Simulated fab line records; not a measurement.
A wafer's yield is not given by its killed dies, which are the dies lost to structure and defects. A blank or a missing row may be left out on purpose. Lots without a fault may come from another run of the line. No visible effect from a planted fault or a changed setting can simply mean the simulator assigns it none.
A single fault, viewed from 2 desks || flow sky130 || each desk holds nothing but its own numbers, with what lay behind them at the end

AT THE METROLOGY DESK
Means of the sampled wafers that have a number, per lot and without regard to the tool the lot ran on: this is what the gauges read. Any lot whose mean is over 4 standard deviations away from the usual mean is out of limits and marked OUT; that distance is given in the brackets.
Columns: A = cd-nm at SKY_VIA2_CD_MEAS_12, usual 199.8 nm
{"lot": "L362", "first seen here": "day 35 22:08", "A": 200.1}
{"lot": "L364", "first seen here": "day 36 19:54", "A": 199.9}
{"lot": "L367", "first seen here": "day 38 17:28", "A": 199.3}
{"lot": "L370", "first seen here": "day 39 03:41", "A": 196.9}
{"lot": "L371", "first seen here": "day 40 01:13", "A": 201.6}
{"lot": "L374", "first seen here": "day 40 08:34", "A": 198.9}
{"lot": "L376", "first seen here": "day 40 12:53", "A": 200.3}
{"lot": "L377", "first seen here": "day 41 01:02", "A": 199.9}
{"lot": "L381", "first seen here": "day 42 06:46", "A": 199.8}
{"lot": "L382", "first seen here": "day 42 09:12", "A": 199.2}
{"lot": "L384", "first seen here": "day 42 23:22", "A": 200.2}
Finding of this desk: none of the 11 lots has anything out of limits.

AT THE TOOL OWNER'S DESK: rie-diel-04
The tool's own readings at SKY_VIA2_ETCH_14 (etches BARC in N2/H2, stops on SiO2, time 45.9 s, target depth 60 nm): means of the sampled wafers that have a number, for each lot that ran on this tool. Any lot whose mean is over 4 standard deviations away from the usual mean is out of limits and marked OUT; that distance is given in the brackets.
Columns: A = drypump-motor-current-A at SKY_VIA2_ETCH_14, usual 5.9 A; B = oes-product-au at SKY_VIA2_ETCH_14, usual 0.855 a.u.; C = rf-fwd-power-W at SKY_VIA2_ETCH_14, usual 495.1 W; D = run-length-s at SKY_VIA2_ETCH_14, usual 74.1 s; E = throttle-valve-pct at SKY_VIA2_ETCH_14, usual 13.227 %
{"lot": "L367", "first seen here": "day 38 17:37", "A": 5.7, "B": 0.857, "C": 496.4, "D": 73.9, "E": 13.222}
{"lot": "L370", "first seen here": "day 39 03:48", "A": 5.6, "B": "0.891 (+7.9) OUT", "C": "-", "D": "71.9 (-5.7) OUT", "E": 13.241}
{"lot": "L371", "first seen here": "day 40 01:22", "A": 5.8, "B": "0.891 (+7.9) OUT", "C": "-", "D": "71.8 (-6.0) OUT", "E": 13.230}
This desk's verdict: out of limits on L370, L371, starting with L370 at day 39 03:48 (oes-product-au at SKY_VIA2_ETCH_14). Within limits: L367.

ALL TOGETHER
At day 39 03:48, on L370, L371, the tool owner's desk was in a position to raise an alarm.
At the metrology desk, nothing out of limits was observed.
The metrology desk holds a record of L370, L371, inside its limits.
Every lot named ran SKY_VIA2_ETCH_14 on rie-diel-04.

WHAT THE SIMULATOR HAD INSERTED
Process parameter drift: rie-diel-04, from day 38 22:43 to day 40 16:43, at SKY_VIA2_ETCH_14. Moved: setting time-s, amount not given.
Lots struck among those shown: L370, L371.
Each desk's first reading out of limits, in hours after the fault started: the tool owner's desk, 5.
